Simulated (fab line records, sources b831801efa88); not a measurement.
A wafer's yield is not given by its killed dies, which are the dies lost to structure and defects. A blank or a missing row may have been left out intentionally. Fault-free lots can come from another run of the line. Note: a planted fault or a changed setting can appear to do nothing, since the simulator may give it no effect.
fab line records	flow sfqLine	part 1 of 2: steps 1 to 23 of 33
[record] lots = 5	wafers = 15	lastDay = 91
route steps=325 shown JJ@186 M5@198 A5B@209 R5@212
lots that met no fault: from a run of the same line without faults
startH: the number of hours between the record's first day and the start of the first shown wafer of the lot	waitH: hours elapsed since this lot's preceding step	" as in the row above	L1.1+2: one row covering several wafers at once	- no value, or no start given	* or withheld: withheld	< > ~ a bound
route shown NAME@n: a module of which the file shows steps, and the number in the route of the first	usual: mean and standard deviation over wafers with no fault	same: alike in all rows	chamber/n: place in a boat	sites: the reading at each site	_std_site: the standard deviation of these	_edge_site: the outer-site mean with the inner-site mean subtracted	radiusMm: for every site, how far away it sits from the centre of the wafer	mask NAME#n: copy n	behind: the most recent tool/chamber to have shaped the wafer	hold: reason for holding the lot/hours on hold/outcome of the hold	device: which transistor (n, p or np) failed to switch	end of line: the route-end tests of the same wafers	step lacking rows: just its recipe	killed: count of dies lost to structure and defects at first sort (not the wafer's yield)	map: per-die view of a wafer (x killed, . not killed, _ where there is no die)
set.NAME: the setting the step ran with; set.NAME@STEP: the setting that earlier step ran with	model.NAME: the simulator's own value behind a step, which no gauge read
lots seen at some steps along the route; tables by step, rows by wafer
services: from which hour (startH, from the record's first day; less than 0 if before it) a tool's chamber was out of use, for how many hours, and why
[[steps]]
[step SFQ_TRILAYER_JJ_CE_LITHO_COAT_114]
[recipe] resist = KrF	spinRpm = 3000	resistThkNm = 600
[usual] dispensePressureKPa = 49/3.1	resistLineTempC = 23.03/0.11
lot.wafer	tool	chamber	startH	waitH	dispensePressureKPa	resistLineTempC
L075.4	lithoTrack-03	0	1174.97	0.2	45	22.91
L075.5	"	0	"	"	45	23.16
L075.6	"	0	"	"	45	22.92
L076.4	lithoTrack-03	0	1190.15	0.2	45	23.28
L076.5	"	0	"	"	45	23.19
L076.6	"	0	"	"	45	23.01
L087.1	lithoTrack-01	0	1429.18	0.2	52	22.95
L087.2	"	0	"	"	52	22.94
L087.5	"	0	"	"	52	23.04
L088.1	lithoTrack-02	0	1430.38	0.2	51	23.03
L088.4	"	0	"	"	51	23.14
L088.6	"	0	"	"	51	23.11
L093.1	lithoTrack-02	0	1450.78	0.2	51	22.93
L093.2	"	0	"	"	51	23.00
L093.4	"	0	"	"	51	23.06
[step SFQ_TRILAYER_JJ_CE_LITHO_SOFTBAKE_118]
[recipe] tempC = withheld	timeS = withheld	resist = KrF
[usual] resistLineTempC = *
lot.wafer	tool	chamber	startH	waitH	resistLineTempC
L075.4	lithoTrack-03	0	1175.19	0.2	*
L075.5	"	0	"	"	*
L075.6	"	0	"	"	*
L076.4	lithoTrack-03	0	1190.38	0.2	*
L076.5	"	0	"	"	*
L076.6	"	0	"	"	*
L087.1	lithoTrack-01	0	1429.48	0.2	*
L087.2	"	0	"	"	*
L087.5	"	0	"	"	*
L088.1	lithoTrack-02	0	1430.68	0.2	*
L088.4	"	0	"	"	*
L088.6	"	0	"	"	*
L093.1	lithoTrack-02	0	1451.08	0.2	*
L093.2	"	0	"	"	*
L093.4	"	0	"	"	*
[step SFQ_TRILAYER_JJ_CE_LITHO_EXPOSE_115]
[recipe] maskId = J5	na = 0.6	sourceShape = conventional	sigmaOuter = 0.65	targetCdNm = 700	doseMj = 14.4
[usual] reticleTempC = 23.00/0.12
lot.wafer	tool	chamber	startH	waitH	mask	reticleTempC
L075.4	krfScanner-01	0	1314.11	-	J5#0	23.07
L075.5	"	0	"	"	J5#0	23.02
L075.6	"	0	"	"	J5#0	22.98
L076.4	krfScanner-02	0	1329.37	-	J5#0	22.98
L076.5	"	0	"	"	J5#0	22.95
L076.6	"	0	"	"	J5#0	23.08
L087.1	krfScanner-01	0	1551.47	-	J5#0	23.31
L087.2	"	0	"	"	J5#0	22.96
L087.5	"	0	"	"	J5#0	23.14
L088.1	krfScanner-01	0	1553.14	-	J5#0	22.95
L088.4	"	0	"	"	J5#0	22.85
L088.6	"	0	"	"	J5#0	22.75
L093.1	krfScanner-02	0	1579.12	-	J5#0	22.99
L093.2	"	0	"	"	J5#0	22.94
L093.4	"	0	"	"	J5#0	23.02
[step SFQ_TRILAYER_JJ_CE_LITHO_PEB_117]
[recipe] pebTempC = 115	pebTimeS = 58.8	resist = KrF
[usual] resistLineTempC = 23.00/0.12
lot.wafer	tool	chamber	startH	waitH	resistLineTempC
L075.4	lithoTrack-03	0	1314.78	0.5	23.12
L075.5	"	0	"	"	23.19
L075.6	"	0	"	"	23.10
L076.4	lithoTrack-03	0	1330.05	0.5	22.93
L076.5	"	0	"	"	22.97
L076.6	"	0	"	"	23.18
L087.1	lithoTrack-01	0	1552.67	1.0	23.13
L087.2	"	0	"	"	23.28
L087.5	"	0	"	"	23.16
L088.1	lithoTrack-02	0	1554.34	1.0	22.73
L088.4	"	0	"	"	22.78
L088.6	"	0	"	"	22.82
L093.1	lithoTrack-03	0	1580.32	1.0	22.92
L093.2	"	0	"	"	23.03
L093.4	"	0	"	"	22.95
[step SFQ_TRILAYER_JJ_CE_LITHO_DEVELOP_116]
[recipe] timeS = 60	resist = KrF
[usual] resistLineTempC = 22.99/0.11
lot.wafer	tool	chamber	startH	waitH	resistLineTempC
L075.4	lithoTrack-03	0	1314.93	0.1	23.04
L075.5	"	0	"	"	23.13
L075.6	"	0	"	"	23.00
L076.4	lithoTrack-03	0	1330.20	0.1	23.09
L076.5	"	0	"	"	23.20
L076.6	"	0	"	"	22.96
L087.1	lithoTrack-01	0	1552.82	0.1	23.02
L087.2	"	0	"	"	22.94
L087.5	"	0	"	"	23.03
L088.1	lithoTrack-02	0	1554.49	0.1	22.93
L088.4	"	0	"	"	23.01
L088.6	"	0	"	"	22.89
L093.1	lithoTrack-03	0	1580.47	0.1	23.12
L093.2	"	0	"	"	23.06
L093.4	"	0	"	"	23.29
[step SFQ_JJ_OVL_MEAS_931]
[usual] J5_OVL = -4/5.6
lot.wafer	tool	chamber	startH	waitH	J5_OVL[nm]
L075.4	overlay-01	-	1315.03	0.1	1
L075.5	"	-	"	"	-2
L075.6	"	-	"	"	-3
L076.4	overlay-02	-	1330.29	0.1	-1
L076.5	"	-	"	"	-2
L076.6	"	-	"	"	-4
L087.1	overlay-01	-	1552.97	0.1	-14
L087.2	"	-	"	"	-11
L087.5	"	-	"	"	-15
L088.1	overlay-01	-	1554.64	0.1	-7
L088.4	"	-	"	"	-2
L088.6	"	-	"	"	-8
L093.1	overlay-02	-	1580.62	0.1	-7
L093.2	"	-	"	"	0
L093.4	"	-	"	"	0
[step SFQ_TRILAYER_JJ_CE_METRO_MEASURE_117]
[usual] cdNm = 702.7/1.3
lot.wafer	tool	chamber	startH	waitH	cdNm
L075.4	cdSem-01	-	1315.64	0.6	702.2
L075.5	"	-	"	"	702.4
L075.6	"	-	"	"	702.8
L076.4	cdSem-02	-	1330.91	0.6	702.7
L076.5	"	-	"	"	703.2
L076.6	"	-	"	"	702.7
L087.1	cdSem-01	-	1553.01	0.0	703.0
L087.2	"	-	"	"	703.0
L087.5	"	-	"	"	702.3
L088.1	cdSem-02	-	1554.68	0.0	703.7
L088.4	"	-	"	"	703.9
L088.6	"	-	"	"	703.3
L093.1	cdSem-01	-	1580.66	0.0	701.6
L093.2	"	-	"	"	702.6
L093.4	"	-	"	"	701.8
[step SFQ_TRILAYER_JJ_CE_BARC_OPEN_RIE_150]
[recipe] maskMaterial = PR	chemistry = O2	targetDepthNm = 240	target = BARC	icpW = 600	biasW = 80	pressureMtorr = 10	timeS = 80
[usual] drypumpMotorCurrentA = 5.4/0.52	oesProductAu = 0.537/0.0046
lot.wafer	tool	chamber	startH	waitH	drypumpMotorCurrentA	oesProductAu	rfHoursCounterH
L075.4	rieMetal-04	0	1316.27	0.4	5.4	0.535	-
L075.5	"	0	"	"	5.4	0.538	-
L075.6	"	1	"	"	4.9	0.542	-
L076.4	rieMetal-02	1	1331.54	0.4	4.8	0.534	-
L076.5	"	0	"	"	5.7	0.534	-
L076.6	"	1	"	"	4.8	0.533	-
L087.1	rieMetal-02	1	1554.21	1.0	4.8	0.534	114
L087.2	"	0	"	"	5.7	0.541	40
L087.5	"	1	"	"	4.9	0.532	-
L088.1	rieMetal-02	1	1555.88	1.0	4.9	0.531	114
L088.4	"	1	"	"	4.8	0.534	-
L088.6	"	0	"	"	5.7	0.540	-
L093.1	rieMetal-04	0	1581.86	1.0	5.4	0.533	42
L093.2	"	1	"	"	4.9	0.540	87
L093.4	"	1	"	"	4.9	0.534	-
[step SFQ_TRILAYER_JJ_CE_ETCH_RIE_118]
[recipe] target = Nb	stopOn = Al2O3	maskMaterial = PR	taperDeg = 13.257	overEtchFrac = 0.15	timeS = 97.7	chemistry = SF6	targetDepthNm = 170	icpW = 600	biasW = 80	pressureMtorr = 10
[usual] drypumpMotorCurrentA = 5.4/0.52	oesProductAu = 0.990/0.0065
lot.wafer	tool	chamber	startH	waitH	drypumpMotorCurrentA	oesProductAu	rfHoursCounterH
L075.4	rieMetal-04	0	1316.37	0.1	5.4	0.984	-
L075.5	"	0	"	"	5.4	0.981	-
L075.6	"	1	"	"	4.9	0.990	-
L076.4	rieMetal-02	1	1331.64	0.1	4.8	0.979	-
L076.5	"	0	"	"	5.7	0.991	-
L076.6	"	1	"	"	4.8	0.984	-
L087.1	rieMetal-02	1	1554.30	0.1	4.8	0.984	114
L087.2	"	0	"	"	5.7	1.001	40
L087.5	"	1	"	"	4.8	0.981	-
L088.1	rieMetal-02	1	1555.97	0.1	4.8	0.982	114
L088.4	"	1	"	"	4.8	0.984	-
L088.6	"	0	"	"	5.7	0.982	-
L093.1	rieMetal-04	0	1581.95	0.1	5.4	0.987	42
L093.2	"	1	"	"	4.9	0.986	88
L093.4	"	1	"	"	5.0	0.996	-
[step SFQ_TRILAYER_JJ_ANODIZE_ANODIZE_119]
[recipe] currentDensityMaCm2 = withheld	endCurrentDensityMaCm2 = withheld	bathTempC = withheld
lot.wafer	tool	chamber	startH	waitH
L075.4+5+6	wetBench-06	0,7,1	1316.44	0.0
L076.4+5+6	wetBench-05	7,0,1	1331.71	0.0
L087.1+2+5	wetBench-06	4,1,2	1554.41	0.1
L088.1+4+6	wetBench-05	4,7,3	1556.07	0.1
L093.1+2+4	wetBench-06	3,2,6	1582.06	0.1
[step SFQ_TRILAYER_JJ_CE_STRIP_STRIP_120]
[recipe] gas = O2	powerW = 200	platenTempC = 40	overashFraction = 0.65	chemistry = O2	pressureMtorr = 50
[usual] drypumpMotorCurrentA = 5.3/0.48	oesProductAu = 0.999/0.0084
lot.wafer	tool	chamber	startH	waitH	drypumpMotorCurrentA	oesProductAu	rfHoursCounterH
L075.4	rieMetal-02	0	1317.54	0.6	5.7	1.010	-
L075.5	"	0	"	"	5.7	1.008	-
L075.6	"	0	"	"	5.7	0.995	-
L076.4	rieMetal-03	1	1332.41	0.2	6.2	1.005	-
L076.5	"	1	"	"	6.2	0.997	-
L076.6	"	0	"	"	4.9	0.995	-
L087.1	rieMetal-03	0	1555.00	0.0	5.0	1.015	122
L087.2	"	1	"	"	6.3	1.021	80
L087.5	"	0	"	"	5.0	0.987	-
L088.1	rieMetal-04	1	1556.57	0.0	5.0	0.989	83
L088.4	"	0	"	"	5.4	1.002	-
L088.6	"	1	"	"	5.0	0.989	-
L093.1	rieMetal-03	0	1582.56	0.0	5.0	1.009	126
L093.2	"	1	"	"	6.2	1.007	84
L093.4	"	1	"	"	6.2	1.017	-
[step SFQ_TRILAYER_JJ_CE_STRIP_SOLV_CLEAN_121]
[recipe] chemistry = NMP	tempC = 70	timeS = 600
lot.wafer	tool	chamber	startH	waitH
L075.4+5+6	wetBench-03	0,6,4	1318.14	0.4
L076.4+5+6	wetBench-02	2,3,5	1332.81	0.2
L087.1+2+5	wetBench-04	5,6,1	1555.60	0.4
L088.1+4+6	wetBench-02	2,1,6	1557.17	0.4
L093.1+2+4	wetBench-02	4,5,2	1583.16	0.4
[step SFQ_TRILAYER_M5_LITHO_COAT_128]
[recipe] resist = BARC	spinRpm = 3000	resistThkNm = 62
[usual] dispensePressureKPa = 51.2/0.52	resistLineTempC = 22.99/0.099
lot.wafer	tool	chamber	startH	waitH	dispensePressureKPa	resistLineTempC
L075.4	lithoTrack-04	0	1318.47	0.1	50.9	22.93
L075.5	"	0	"	"	50.9	23.12
L075.6	"	0	"	"	50.9	23.07
L076.4	lithoTrack-04	0	1333.13	0.1	50.9	22.79
L076.5	"	0	"	"	50.9	22.95
L076.6	"	0	"	"	50.9	22.95
L087.1	lithoTrack-02	0	1555.78	0.0	50.6	23.16
L087.2	"	0	"	"	50.6	22.86
L087.5	"	0	"	"	50.6	23.10
L088.1	lithoTrack-02	0	1557.35	0.0	50.6	22.93
L088.4	"	0	"	"	50.6	22.92
L088.6	"	0	"	"	50.6	22.86
L093.1	lithoTrack-01	0	1583.33	0.0	51.8	23.00
L093.2	"	0	"	"	51.8	22.99
L093.4	"	0	"	"	51.9	23.02
[step SFQ_TRILAYER_M5_LITHO_COAT_123]
[recipe] resist = KrF	spinRpm = 3000	resistThkNm = 589.5
[usual] dispensePressureKPa = 51.2/0.52	resistLineTempC = 23.01/0.12
lot.wafer	tool	chamber	startH	waitH	dispensePressureKPa	resistLineTempC
L075.4	lithoTrack-04	0	1318.77	0.2	50.9	23.08
L075.5	"	0	"	"	50.9	22.93
L075.6	"	0	"	"	50.9	23.21
L076.4	lithoTrack-04	0	1333.43	0.2	50.9	23.10
L076.5	"	0	"	"	50.9	23.17
L076.6	"	0	"	"	50.9	23.03
L087.1	lithoTrack-02	0	1556.08	0.2	50.6	23.27
L087.2	"	0	"	"	50.6	23.09
L087.5	"	0	"	"	50.7	23.16
L088.1	lithoTrack-02	0	1557.65	0.2	50.6	22.90
L088.4	"	0	"	"	50.6	22.96
L088.6	"	0	"	"	50.6	22.83
L093.1	lithoTrack-01	0	1583.63	0.2	51.8	23.17
L093.2	"	0	"	"	51.9	23.15
L093.4	"	0	"	"	51.8	23.23
[step SFQ_TRILAYER_M5_LITHO_SOFTBAKE_127]
[recipe] tempC = withheld	timeS = withheld	resist = KrF
[usual] resistLineTempC = *
lot.wafer	tool	chamber	startH	waitH	resistLineTempC
L075.4	lithoTrack-04	0	1318.99	0.2	*
L075.5	"	0	"	"	*
L075.6	"	0	"	"	*
L076.4	lithoTrack-04	0	1333.66	0.2	*
L076.5	"	0	"	"	*
L076.6	"	0	"	"	*
L087.1	lithoTrack-02	0	1556.38	0.2	*
L087.2	"	0	"	"	*
L087.5	"	0	"	"	*
L088.1	lithoTrack-02	0	1557.95	0.2	*
L088.4	"	0	"	"	*
L088.6	"	0	"	"	*
L093.1	lithoTrack-01	0	1583.93	0.2	*
L093.2	"	0	"	"	*
L093.4	"	0	"	"	*
[step SFQ_TRILAYER_M5_LITHO_EXPOSE_124]
[recipe] maskId = M5	na = 0.6	sourceShape = conventional	sigmaOuter = 0.65	targetCdNm = 700	doseMj = 14.4
[usual] reticleTempC = 23.01/0.11
lot.wafer	tool	chamber	startH	waitH	mask	reticleTempC
L075.4	krfScanner-02	0	1343.34	-	M5#0	23.11
L075.5	"	0	"	"	M5#0	22.95
L075.6	"	0	"	"	M5#0	23.06
L076.4	krfScanner-02	0	1344.54	-	M5#0	22.96
L076.5	"	0	"	"	M5#0	23.01
L076.6	"	0	"	"	M5#0	22.93
L087.1	krfScanner-02	0	1559.80	-	M5#0	22.97
L087.2	"	0	"	"	M5#0	22.92
L087.5	"	0	"	"	M5#0	23.04
L088.1	krfScanner-02	0	1561.00	-	M5#0	23.29
L088.4	"	0	"	"	M5#0	23.10
L088.6	"	0	"	"	M5#0	23.15
L093.1	krfScanner-02	0	1691.40	-	M5#0	22.84
L093.2	"	0	"	"	M5#0	22.90
L093.4	"	0	"	"	M5#0	22.98
[step SFQ_TRILAYER_M5_LITHO_PEB_126]
[recipe] pebTempC = 115	pebTimeS = 60	resist = KrF
[usual] resistLineTempC = 23.00/0.11
lot.wafer	tool	chamber	startH	waitH	resistLineTempC
L075.4	lithoTrack-04	0	1344.01	0.5	23.29
L075.5	"	0	"	"	23.12
L075.6	"	0	"	"	23.05
L076.4	lithoTrack-02	0	1345.21	0.5	23.05
L076.5	"	0	"	"	23.04
L076.6	"	0	"	"	22.90
L087.1	lithoTrack-01	0	1561.00	1.0	23.13
L087.2	"	0	"	"	23.04
L087.5	"	0	"	"	23.08
L088.1	lithoTrack-01	0	1562.20	1.0	22.83
L088.4	"	0	"	"	22.93
L088.6	"	0	"	"	22.98
L093.1	lithoTrack-02	0	1692.60	1.0	23.07
L093.2	"	0	"	"	22.92
L093.4	"	0	"	"	23.12
[step SFQ_TRILAYER_M5_LITHO_DEVELOP_125]
[recipe] timeS = 60	resist = KrF
[usual] resistLineTempC = 23.02/0.1
lot.wafer	tool	chamber	startH	waitH	resistLineTempC
L075.4	lithoTrack-04	0	1344.16	0.1	23.16
L075.5	"	0	"	"	23.21
L075.6	"	0	"	"	23.12
L076.4	lithoTrack-02	0	1345.36	0.1	23.21
L076.5	"	0	"	"	22.94
L076.6	"	0	"	"	23.05
L087.1	lithoTrack-01	0	1561.15	0.1	23.05
L087.2	"	0	"	"	23.11
L087.5	"	0	"	"	23.11
L088.1	lithoTrack-01	0	1562.35	0.1	22.93
L088.4	"	0	"	"	23.00
L088.6	"	0	"	"	22.97
L093.1	lithoTrack-02	0	1692.75	0.1	22.98
L093.2	"	0	"	"	22.90
L093.4	"	0	"	"	22.94
[step SFQ_M5_OVL_MEAS_932]
[usual] M5_OVL = 0/4.3
lot.wafer	tool	chamber	startH	waitH	M5_OVL[nm]
L075.4	overlay-01	-	1344.26	0.1	6
L075.5	"	-	"	"	0
L075.6	"	-	"	"	-2
L076.4	overlay-01	-	1345.46	0.1	-10
L076.5	"	-	"	"	-5
L076.6	"	-	"	"	3
L087.1	overlay-01	-	1561.30	0.1	-5
L087.2	"	-	"	"	-3
L087.5	"	-	"	"	-12
L088.1	overlay-01	-	1562.50	0.1	-6
L088.4	"	-	"	"	-4
L088.6	"	-	"	"	-4
L093.1	overlay-02	-	1692.90	0.1	2
L093.2	"	-	"	"	1
L093.4	"	-	"	"	8
[step SFQ_TRILAYER_M5_BARC_OPEN_METAL_ETCH_161]
[recipe] maskMaterial = PR	chemistry = O2	targetDepthNm = 125	target = BARC	icpW = 600	biasW = 80	pressureMtorr = 10	timeS = 41.7
[usual] drypumpMotorCurrentA = 5.5/0.49	oesProductAu = 0.685/0.0045
lot.wafer	tool	chamber	startH	waitH	drypumpMotorCurrentA	oesProductAu	rfHoursCounterH
L075.4	rieMetal-03	1	1344.29	0.0	6.3	0.696	-
L075.5	"	1	"	"	6.3	0.684	-
L075.6	"	0	"	"	4.9	0.686	-
L076.4	rieMetal-04	1	1345.49	0.0	4.9	0.695	-
L076.5	"	1	"	"	5.0	0.677	-
L076.6	"	0	"	"	5.4	0.682	-
L087.1	rieMetal-04	0	1561.33	0.0	5.4	0.681	39
L087.2	"	1	"	"	4.9	0.685	84
L087.5	"	0	"	"	5.4	0.679	-
L088.1	rieMetal-03	0	1562.53	0.0	5.0	0.684	124
L088.4	"	0	"	"	5.0	0.684	-
L088.6	"	0	"	"	4.9	0.682	-
L093.1	rieMetal-04	0	1692.93	0.0	5.4	0.691	57
L093.2	"	1	"	"	4.9	0.681	103
L093.4	"	1	"	"	4.9	0.688	-
[step SFQ_TRILAYER_M5_ETCH_METAL_ETCH_126]
[recipe] target = Nb	stopOn = SiO2	maskMaterial = PR	overEtchFrac = 0.15	timeS = 203.2	chemistry = Cl2/BCl3	targetDepthNm = 265	icpW = 600	biasW = 80	pressureMtorr = 10
[usual] drypumpMotorCurrentA = 5.5/0.48	oesProductAu = 0.729/0.0063
lot.wafer	tool	chamber	startH	waitH	drypumpMotorCurrentA	oesProductAu	rfHoursCounterH
L075.4	rieMetal-03	1	1344.40	0.1	6.2	0.731	-
L075.5	"	1	"	"	6.2	0.731	-
L075.6	"	0	"	"	5.0	0.739	-
L076.4	rieMetal-04	1	1345.60	0.1	5.0	0.723	-
L076.5	"	1	"	"	4.9	0.729	-
L076.6	"	0	"	"	5.4	0.732	-
L087.1	rieMetal-04	0	1561.39	0.0	5.4	0.722	39
L087.2	"	1	"	"	4.9	0.723	84
L087.5	"	0	"	"	5.4	0.719	-
L088.1	rieMetal-03	0	1562.59	0.0	5.0	0.729	124
L088.4	"	0	"	"	4.9	0.725	-
L088.6	"	0	"	"	5.0	0.735	-
L093.1	rieMetal-04	0	1692.99	0.0	5.4	0.744	57
L093.2	"	1	"	"	4.9	0.726	103
L093.4	"	1	"	"	4.9	0.736	-
[step SFQ_TRILAYER_M5_STRIP_STRIP_127]
[recipe] gas = O2	powerW = 203.6	platenTempC = 40	overashFraction = 0.65	chemistry = O2	pressureMtorr = 50
[usual] drypumpMotorCurrentA = 5.5/0.48	oesProductAu = 1.000/0.0081
lot.wafer	tool	chamber	startH	waitH	drypumpMotorCurrentA	oesProductAu	rfHoursCounterH
L075.4	rieMetal-03	1	1344.73	0.3	6.2	0.999	-
L075.5	"	1	"	"	6.2	1.001	-
L075.6	"	0	"	"	5.0	0.997	-
L076.4	rieMetal-04	1	1345.93	0.3	5.0	0.992	-
L076.5	"	1	"	"	5.0	0.990	-
L076.6	"	0	"	"	5.4	0.990	-
L087.1	rieMetal-04	0	1561.59	0.1	5.4	1.007	39
L087.2	"	1	"	"	4.9	0.994	85
L087.5	"	0	"	"	5.4	1.010	-
L088.1	rieMetal-03	0	1562.79	0.1	5.0	1.008	124
L088.4	"	0	"	"	5.0	0.992	-
L088.6	"	0	"	"	5.0	1.004	-
L093.1	rieMetal-04	0	1693.19	0.1	5.4	1.005	58
L093.2	"	1	"	"	4.9	1.002	103
L093.4	"	1	"	"	5.0	0.998	-
[step SFQ_TRILAYER_M5_STRIP_SOLV_CLEAN_128]
[recipe] chemistry = NMP	tempC = 70	timeS = 600
lot.wafer	tool	chamber	startH	waitH
L075.4+5+6	wetBench-03	5,6,7	1345.13	0.2
L076.4+5+6	wetBench-02	1,2,6	1346.33	0.2
L087.1+2+5	wetBench-02	4,5,1	1562.19	0.4
L088.1+4+6	wetBench-01	6,3,2	1563.39	0.4
L093.1+2+4	wetBench-02	5,0,7	1693.79	0.4
